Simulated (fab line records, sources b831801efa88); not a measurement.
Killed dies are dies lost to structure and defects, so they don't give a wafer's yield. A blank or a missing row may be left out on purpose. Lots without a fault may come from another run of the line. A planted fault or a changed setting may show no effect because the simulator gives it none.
fab line records | flow sky130 | part 2 of 2: steps 44 to 44 of 44
record lots=6 wafers=18 last_day=50
route steps=708 shown VIA2@527 METAL3@532 CAPM@537 PAD_OPEN@708
lots that met no fault: from a run of the same line without faults
start_h: hours from the record's first day to the start of the lot's first wafer shown | wait_h: hours since the lot's step before | " the same as in the row above | L1.1+2: a row that stands for several wafers | - no value, or no start given | * or withheld: withheld | < > ~ a bound
route shown NAME@n: a module of which the file shows steps, and the number in the route of the first | usual: mean/standard deviation of fault-free wafers | same: alike in all rows | chamber/n: place in a boat | sites: the reading at each site | _std_site: their standard deviation | _edge_site: outer sites' mean less inner sites' | radius_mm: how far each site lies from the wafer's centre | mask NAME#n: copy n | behind: the tool/chamber that last shaped the wafer | hold: why the lot was held/for how many hours/how that ended | device: the transistor (n, p or np) that didn't switch | end of line: the same wafers' tests at the end of the route | a step without rows: its recipe alone | killed: dies lost to structure and defects at the first sort, not the wafer's yield | map: a wafer's dies, x killed, . not, _ none there
set.NAME: the setting as run; set.NAME@STEP: as run at that earlier step | model.NAME: the simulator's own value behind a step, which no gauge read
lots at some steps of the route; a table a step, a row a wafer
services: from which hour (start_h, from the record's first day; less than 0 if before it) a tool's chamber was out of use, for how many hours, and why
## steps
# step SKY_PAD_OPEN_PROBE_99
# usual defect_limited_yield=82.8/2.1 killed_at_M0_to_M3=42/6.6 killed_at_M4_up=3.1/1.9 killed_at_contacts=24/5.6 killed_at_front_end=15/4.8 killed_at_other=0.3/0.48 killed_dies=84/10 killed_open=47/6.8 killed_short=37/6.8 sort_bin_3_pad_short=0.9/0.48 sort_bin_5_function=10.1/1.4 sort_bin_6_memory=6.2/1.2 sort_n_pass=408/10 sort_yield_pct=82.8/2.1
# same gross_dies=492 killed_at_back_side=0 sort_bin_4_leakage[%]=0 sort_bin_8_speed[%]=0
# columns lot.wafer tool chamber start_h wait_h defect_limited_yield[%] killed_at_M0_to_M3 killed_at_M4_up killed_at_contacts killed_at_front_end killed_at_other killed_dies killed_open killed_short sort_bin_3_pad_short[%] sort_bin_5_function[%] sort_bin_6_memory[%] sort_n_pass sort_yield_pct[%] model.etest.cap_mim.plate_ohm_sq model.etest.cap_mim.bv_v model.etest.cap_mim.leak_log10_a_cm2
L285.2 prober-02 - 1083.05 0.1 83.7 50 1 20 8 1 80 51 29 0.8 8.5 6.9 412 83.7 5.897 14.15 -9.019
L285.4 prober-02 - 1083.15 0.2 83.3 31 1 35 15 0 82 55 27 0.2 9.6 6.9 410 83.3 5.949 13.97 -8.901
L285.5 prober-02 - 1083.20 0.2 83.9 38 1 26 13 1 79 43 36 1.2 9.3 5.5 413 83.9 5.946 14.05 -9.008
L287.1 prober-02 - 1092.05 0.1 82.1 40 6 20 21 1 88 50 38 0.4 11.2 6.3 404 82.1 5.975 13.09 -8.954
L287.3 prober-02 - 1092.15 0.2 84.1 49 2 13 13 1 78 44 34 0.8 10.0 5.1 414 84.1 6.009 12.98 -9.028
L287.4 prober-02 - 1092.20 0.2 80.5 47 4 32 13 0 96 47 49 0.4 10.2 8.9 396 80.5 5.915 13.8 -8.709
L293.1 prober-02 - 1136.51 0.1 84.1 36 3 28 11 0 78 37 41 1.6 7.5 6.7 414 84.1 7.101 12.38 -8.429
L293.2 prober-02 - 1136.56 0.1 85.8 37 3 17 13 0 70 33 37 1.4 8.1 4.7 422 85.8 5.981 13.76 -8.953
L293.5 prober-02 - 1136.71 0.2 81.3 43 4 28 17 0 92 53 39 0.8 12.4 5.5 400 81.3 5.997 13.93 -8.831
L295.2 prober-01 - 1145.53 0.1 80.1 42 3 30 23 0 98 50 48 2.2 10.4 7.3 394 80.1 5.86 14.38 -9.095
L295.4 prober-01 - 1145.63 0.2 86.0 28 6 23 12 0 69 43 26 0.2 8.3 5.5 423 86.0 7.052 14.02 -8.736
L295.5 prober-01 - 1145.68 0.2 82.9 43 1 23 17 0 84 48 36 0.2 11.2 5.7 408 82.9 5.908 13.74 -9.103
L297.3 prober-02 - 1153.58 0.2 83.3 47 0 23 11 1 82 44 38 1.2 8.7 6.7 410 83.3 5.91 13.54 -8.967
L297.5 prober-02 - 1153.68 0.2 81.1 48 2 26 17 0 93 58 35 1.2 10.0 7.7 399 81.1 5.886 13.82 -8.981
L297.6 prober-02 - 1153.73 0.2 81.3 46 4 28 13 1 92 47 45 1.4 9.8 7.5 400 81.3 5.858 13.98 -9.187
L306.3 prober-01 - 1205.20 0.2 84.1 42 1 23 12 0 78 47 31 0.2 11.6 4.1 414 84.1 5.986 13.57 -9.03
L306.4 prober-01 - 1205.25 0.2 82.7 39 2 27 16 1 85 47 38 0.4 10.4 6.5 407 82.7 5.965 13.75 -8.912
L306.5 prober-01 - 1205.30 0.2 82.3 41 6 23 17 0 87 51 36 1.2 8.9 7.5 405 82.3 5.838 13.9 -8.864
# killed by level:class
L285.2 VIA3:geometric_particle:open=12 VIA1:geometric_particle:open=9 CONTACT:geometric_particle:open=9 METAL2:geometric_particle:short=7 VIA2:geometric_particle:open=7 VIA1:geometric_particle:short=5 METAL3:geometric_particle:short=5 LI_CONTACT:geometric_particle:open=4
L285.4 CONTACT:geometric_particle:open=16 VIA1:geometric_particle:open=8 LI_CONTACT:geometric_particle:open=7 VIA3:geometric_particle:open=7 LOCAL_INTERCONNECT:geometric_particle:short=6 FIELD_ISO:geometric_particle:open=5 VIA3:geometric_particle:short=4 POLY_GATE:geometric_particle:open=3
L285.5 VIA1:geometric_particle:open=9 LOCAL_INTERCONNECT:geometric_particle:short=9 LI_CONTACT:geometric_particle:open=8 VIA3:geometric_particle:open=8 CONTACT:geometric_particle:open=6 METAL2:geometric_particle:short=5 POLY_GATE:geometric_particle:short=4 VIA2:geometric_particle:open=4
L287.1 VIA1:geometric_particle:open=10 LI_CONTACT:geometric_particle:open=8 VIA3:geometric_particle:open=7 POLY_GATE:geometric_particle:open=6 METAL4:geometric_particle:short=6 CONTACT:geometric_particle:open=6 METAL1:geometric_particle:short=6 VIA2:geometric_particle:open=5
L287.3 VIA2:geometric_particle:open=12 VIA3:geometric_particle:open=9 VIA1:geometric_particle:open=6 POLY_GATE:geometric_particle:open=5 VIA3:geometric_particle:short=5 LI_CONTACT:geometric_particle:short=4 METAL1:geometric_particle:short=4 METAL2:geometric_particle:short=4
L287.4 VIA1:geometric_particle:open=15 CONTACT:geometric_particle:open=10 CONTACT:geometric_particle:short=9 VIA2:geometric_particle:open=7 LI_CONTACT:geometric_particle:short=6 METAL1:geometric_particle:short=5 VIA1:geometric_particle:short=5 POLY_GATE:geometric_particle:short=4
L293.1 METAL2:geometric_particle:short=9 VIA1:geometric_particle:open=8 LI_CONTACT:geometric_particle:open=8 CONTACT:geometric_particle:open=7 LI_CONTACT:geometric_particle:short=5 LOCAL_INTERCONNECT:geometric_particle:short=5 VIA1:geometric_particle:short=4 METAL2:geometric_particle:open=3
L293.2 METAL1:geometric_particle:short=9 VIA3:geometric_particle:open=6 LI_CONTACT:geometric_particle:open=5 METAL2:geometric_particle:short=4 CONTACT:geometric_particle:open=4 METAL3:geometric_particle:short=4 VIA2:geometric_particle:short=4 FIELD_ISO:geometric_particle:short=3
L293.5 VIA2:geometric_particle:open=10 CONTACT:geometric_particle:open=10 FIELD_ISO:geometric_particle:short=8 VIA3:geometric_particle:open=8 CONTACT:geometric_particle:short=8 LI_CONTACT:geometric_particle:open=7 METAL1:geometric_particle:short=6 METAL2:geometric_particle:short=6
L295.2 CONTACT:geometric_particle:open=10 VIA1:geometric_particle:open=8 METAL1:geometric_particle:short=6 LOCAL_INTERCONNECT:geometric_particle:short=6 CONTACT:geometric_particle:short=6 FIELD_ISO:geometric_particle:open=5 FIELD_ISO:geometric_particle:short=5 VIA2:geometric_particle:open=5
L295.4 VIA1:geometric_particle:open=11 CONTACT:geometric_particle:open=10 LI_CONTACT:geometric_particle:open=5 VIA3:geometric_particle:open=4 METAL4:geometric_particle:short=4 FIELD_ISO:geometric_particle:open=3 POLY_GATE:geometric_particle:short=3 LOCAL_INTERCONNECT:geometric_particle:short=3
L295.5 VIA3:geometric_particle:open=9 VIA1:geometric_particle:short=8 CONTACT:geometric_particle:open=7 FIELD_ISO:geometric_particle:open=5 CONTACT:geometric_particle:short=5 VIA1:geometric_particle:open=5 VIA2:geometric_particle:open=5 POLY_GATE:geometric_particle:open=4
L297.3 CONTACT:geometric_particle:open=9 METAL1:geometric_particle:short=9 VIA1:geometric_particle:open=9 VIA3:geometric_particle:open=7 LOCAL_INTERCONNECT:geometric_particle:short=6 VIA3:geometric_particle:short=6 FIELD_ISO:geometric_particle:short=4 VIA1:geometric_particle:short=4
L297.5 VIA1:geometric_particle:open=17 CONTACT:geometric_particle:open=11 LI_CONTACT:geometric_particle:open=6 METAL2:geometric_particle:short=5 VIA2:geometric_particle:open=5 VIA3:geometric_particle:open=5 FIELD_ISO:geometric_particle:short=4 POLY_GATE:geometric_particle:open=4
L297.6 VIA1:geometric_particle:open=16 CONTACT:geometric_particle:open=11 METAL1:geometric_particle:short=7 VIA2:geometric_particle:open=7 LI_CONTACT:geometric_particle:open=5 LOCAL_INTERCONNECT:geometric_particle:short=5 FIELD_ISO:geometric_particle:short=4 POLY_GATE:geometric_particle:short=4
L306.3 LI_CONTACT:geometric_particle:open=9 VIA3:geometric_particle:open=9 CONTACT:geometric_particle:open=8 VIA1:geometric_particle:open=8 VIA1:geometric_particle:short=6 VIA2:geometric_particle:open=5 POLY_GATE:geometric_particle:open=4 POLY_GATE:geometric_particle:short=3
L306.4 LI_CONTACT:geometric_particle:open=11 CONTACT:geometric_particle:open=9 VIA1:geometric_particle:open=7 VIA3:geometric_particle:open=6 VIA1:geometric_particle:short=5 VIA3:geometric_particle:short=5 LOCAL_INTERCONNECT:geometric_particle:short=4 POLY_GATE:geometric_particle:short=4
L306.5 VIA1:geometric_particle:open=11 CONTACT:geometric_particle:open=9 VIA3:geometric_particle:open=8 POLY_GATE:geometric_particle:open=5 CONTACT:geometric_particle:short=5 METAL4:geometric_particle:short=5 FIELD_ISO:geometric_particle:short=4 METAL2:geometric_particle:open=4
## services
# columns tool chamber start_h hours kind
wet_bench-04 - 837.16 4.9 repair
pvd_sputter-02 - 838.63 0.8 repair
cmp-01 - 846.38 3.3 repair
cmp-02 - 855.13 5.5 pm
cmp-01 - 886.17 18.4 repair
cvd_w-01 - 889.68 2.8 pm
wet_bench-04 - 902.81 7.5 repair
cvd_w-01 - 904.00 14.0 pm
cmp-01 - 906.49 0.8 repair
pvd_sputter-01 - 908.64 2.2 repair
cmp-01 - 912.18 4.0 pm
cvd_w-02 1 913.72 6.5 repair
cvd_w-01 0 926.52 8.6 repair
wet_bench-01 - 976.89 1.4 repair
cmp-01 - 978.80 0.9 repair
cmp-02 - 1002.93 1.0 repair
rie_metal-04 - 1007.21 0.1 repair
cmp-01 - 1013.04 1.8 repair
rie_metal-04 - 1016.42 0.6 repair
pvd_sputter-03 - 1016.58 0.5 repair
pvd_sputter-01 - 1019.03 4.9 repair
cmp-01 - 1029.34 2.6 repair
cvd_w-02 0 1049.30 3.3 repair
cvd_w-01 - 1052.56 0.7 repair
## key
first_sign step=SKY_CAPM_RS_MEAS_03 reading=CAPM_TIN_RS direction=up sigmas=16 usual=6.85 struck=8.19
effect step=SKY_CAPM_THK_MEAS_04 reading=CAPM_TIN_THK direction=down sigmas=12 usual=204.2 struck=173.6
effect step=SKY_CAPM_METAL_ETCH_13 reading=oes_product_au direction=down sigmas=11 usual=0.946 struck=0.860
model_effect step=SKY_CAPM_SPUTTER_02 value=TiN_of_CAPM_SPUTTER_02.thk_nm without=201.6 struck=169.8
model_effect step=SKY_METAL3_STRIP_20 value=TiN_of_CAPM_SPUTTER_02.thk_nm without=200.8 struck=169
model_effect step=SKY_PAD_OPEN_PROBE_99 value=etest.cap_mim.plate_ohm_sq without=5.959 struck=7.076
met_at SKY_CAPM_SPUTTER_02
struck_wafers L293.1,L295.4
onset_between 869.57 926.23
fault kind=process_parameter_drift tool=pvd_sputter-03 chamber=- onset_h=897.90 steps=SKY_CAPM_SPUTTER_02 channel=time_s offset=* shape=step end_h=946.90 acts_in=* stated=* scope=struck_wafers_only
